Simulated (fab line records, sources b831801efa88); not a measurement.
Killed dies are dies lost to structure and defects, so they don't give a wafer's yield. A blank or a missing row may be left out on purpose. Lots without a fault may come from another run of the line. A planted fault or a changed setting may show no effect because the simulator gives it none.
A struck lot beside a sound one | flow sfq_line | 37 steps out of a route of 325
Sound: wafers L135.1, L135.2, L135.4. Struck: wafer L149.6. (L149.3, L149.5 of the same lot were not struck and are left out.) The cause comes at the end.
At each step with rows: each side's tool, then ch and its chambers, then its first start. Under that, the readings that differ: sound wafers | struck wafers | difference of the means | sigmas: that difference in standard deviations of wafers without a fault.
alike: readings whose means differ by less than 2 such deviations, and words and numbers that are the same on both sides. not compared: withheld readings, readings that some wafer has no value for, bounds like >300 that may hide the same value, and numbers for which the record gives no deviation and whose values overlap.
The two part at a step that has a row with sigmas, a row that says differs or no value, or rows on one side only. Numbers that don't overlap but have no deviation are shown without sigmas and don't part them. A reading that every wafer of one side lacks parts them only if that side has two wafers or more.

SFQ_R5_THK_MEAS_934: measures by xrf.
  sound on film_metro-01, day 50 07:09; struck on film_metro-02, day 54 09:49
  alike: R5_MONX_THK
then, 6 steps without rows for these wafers: SFQ_TRILAYER_R5_LITHO_COAT_141 (resist thk 62 nm); SFQ_TRILAYER_R5_LITHO_COAT_136 (resist thk 600 nm); SFQ_TRILAYER_R5_LITHO_SOFTBAKE_140; SFQ_TRILAYER_R5_LITHO_EXPOSE_137 (exposes mask R5, target cd 500 nm); SFQ_TRILAYER_R5_LITHO_PEB_139 (peb time 60 s); SFQ_TRILAYER_R5_LITHO_DEVELOP_138 (time 60 s).
-- the record jumps here: 2 days lie between the struck wafers' starts before and after --
SFQ_R5_OVL_MEAS_935:
  sound on overlay-02, day 52 09:28; struck on overlay-01, day 56 19:23
  alike: R5_OVL
then, 1 step without rows for these wafers: SFQ_TRILAYER_R5_BARC_OPEN_METAL_ETCH_177 (etches BARC in O2, target depth 125 nm, time 41.7 s).
SFQ_TRILAYER_R5_ETCH_METAL_ETCH_139: etches the open film in Cl2, stops on SiO2, target depth 60 nm, time 40 s.
  sound on rie_metal-02 ch 0,1, day 52 09:34; struck on rie_metal-04 ch 1, day 56 19:29
  alike: chamber_pressure_mTorr, drypump_motor_current_A, he_backside_leak_sccm, oes_product_au
  not compared: rf_hours_counter_h
then, 2 steps without rows for these wafers: SFQ_TRILAYER_R5_STRIP_STRIP_140 (strips in O2); SFQ_TRILAYER_R5_STRIP_SOLV_CLEAN_141 (cleans in NMP, time 600 s).
SFQ_TRILAYER_A5C_DEP_PECVD_142: deposits SiO2 from SiH4/N2O, time 15.556 s, target thk 70 nm.
  sound on pecvd-01 ch 0,1,2, day 52 10:23; struck on pecvd-02 ch 0, day 56 20:17
  reading                                              | sound             | struck | difference | sigmas
  heater_power_w (W)                                   | 104 74 80         | 57     | -29        | -2
  model.SiO2_of_TRILAYER_A5C_DEP_PECVD_142.thk_nm (nm) | 69.65 70.28 72.05 | 83.1   | +12.4      |
  alike: throttle_valve_pct
then, 6 steps without rows for these wafers: SFQ_TRILAYER_I5_LITHO_COAT_149 (resist thk 62 nm); SFQ_TRILAYER_I5_LITHO_COAT_144 (resist thk 650 nm); SFQ_TRILAYER_I5_LITHO_SOFTBAKE_148; SFQ_TRILAYER_I5_LITHO_EXPOSE_145 (exposes mask I5, target cd 700 nm); SFQ_TRILAYER_I5_LITHO_PEB_147 (peb time 60 s); SFQ_TRILAYER_I5_LITHO_DEVELOP_146 (time 60 s).
SFQ_I5_OVL_MEAS_936:
  sound on overlay-01, day 54 11:12; struck on overlay-01, day 58 00:38
  alike: I5_OVL
SFQ_TRILAYER_I5_BARC_OPEN_VIA_ETCH_200: etches BARC in O2, target depth 125 nm, time 41.7 s.
  sound on rie_diel-03 ch 1,2,3, day 54 11:14; struck on rie_diel-02 ch 0, day 58 00:40
  alike: chamber_pressure_mTorr, drypump_motor_current_A, oes_product_au
  not compared: rf_hours_counter_h
then, 1 step without rows for these wafers: SFQ_TRILAYER_I5_ETCH_VIA_ETCH_147 (etches the open film in CHF3, stops on Nb, target depth 360 nm).
SFQ_TRILAYER_I5_STRIP_STRIP_148: strips in O2.
  sound on rie_metal-03 ch 0,1, day 54 11:25; struck on rie_metal-03 ch 0, day 58 01:03
  alike: chamber_pressure_mTorr, drypump_motor_current_A, he_backside_leak_sccm, oes_product_au
  not compared: rf_hours_counter_h
then, 7 steps without rows for these wafers: SFQ_TRILAYER_I5_STRIP_SOLV_CLEAN_149 (cleans in NMP, time 600 s); SFQ_TRILAYER_C5_LITHO_COAT_156 (resist thk 62 nm); SFQ_TRILAYER_C5_LITHO_COAT_151 (resist thk 650 nm); SFQ_TRILAYER_C5_LITHO_SOFTBAKE_155; SFQ_TRILAYER_C5_LITHO_EXPOSE_152 (exposes mask C5, target cd 500 nm); SFQ_TRILAYER_C5_LITHO_PEB_154 (peb time 60 s); SFQ_TRILAYER_C5_LITHO_DEVELOP_153 (time 60 s).
-- the record jumps here: 3 days lie between the struck wafers' starts before and after --
SFQ_C5_OVL_MEAS_937:
  sound on overlay-01, day 56 22:58; struck on overlay-02, day 61 04:44
  alike: C5_OVL
SFQ_TRILAYER_C5_BARC_OPEN_VIA_ETCH_210: etches BARC in O2, target depth 125 nm, time 41.7 s.
  sound on rie_diel-02 ch 0,1,3, day 56 23:00; struck on rie_diel-01 ch 1, day 61 04:45
  alike: chamber_pressure_mTorr, drypump_motor_current_A, oes_product_au
  not compared: rf_hours_counter_h
SFQ_TRILAYER_C5_ETCH_VIA_ETCH_154: etches SiO2 in CHF3, stops on Nb, target depth 84 nm.
  sound on rie_diel-02 ch 0,1,3, day 56 23:02; struck on rie_diel-01 ch 1, day 61 04:47
  reading                        | sound             | struck | difference | sigmas
  oes_product_au (a.u.)          | 0.891 0.899 0.911 | 0.997  | +0.097     | +10
  model.etch.depth_nm (nm)       | 69.65 70.28 72.05 | 83.1   | +12.4      |
  model.C5.feature_depth_nm (nm) | 69.65 70.28 72.05 | 83.1   | +12.4      |
  alike: chamber_pressure_mTorr, drypump_motor_current_A
SFQ_TRILAYER_C5_STRIP_STRIP_155: strips in O2.
  sound on rie_metal-03 ch 0,1, day 56 23:05; struck on rie_metal-03 ch 0, day 61 05:14
  alike: chamber_pressure_mTorr, drypump_motor_current_A, he_backside_leak_sccm, oes_product_au
  not compared: rf_hours_counter_h
then, 1 step without rows for these wafers: SFQ_TRILAYER_C5_STRIP_SOLV_CLEAN_156 (cleans in NMP, time 600 s).
SFQ_TRILAYER_M6_DEP_PRE_CLEAN_158: time 22.5 s.
  sound on pvd_sputter-03, day 56 23:52; struck on pvd_sputter-06, day 61 06:13
  reading                                              | sound             | struck | difference | sigmas
  model.SiO2_of_TRILAYER_A5C_DEP_PECVD_142.thk_nm (nm) | 62.15 62.78 64.55 | 75.6   | +12.4      |
then, 1 step without rows for these wafers: SFQ_TRILAYER_M6_DEP_SPUTTER_157 (material Nb, target thk 200 nm, time 133.3 s).

WHERE THEY PART
First at SFQ_TRILAYER_A5C_DEP_PECVD_142; last, within this record, at SFQ_TRILAYER_C5_ETCH_VIA_ETCH_154. Later steps at which nothing parts them and some readings are alike: SFQ_TRILAYER_C5_STRIP_STRIP_155.

WHY: what the simulator had put in
Process parameter drift: pecvd-02, from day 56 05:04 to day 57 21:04, at SFQ_TRILAYER_A5C_DEP_PECVD_142. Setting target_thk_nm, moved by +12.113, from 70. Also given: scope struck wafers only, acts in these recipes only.
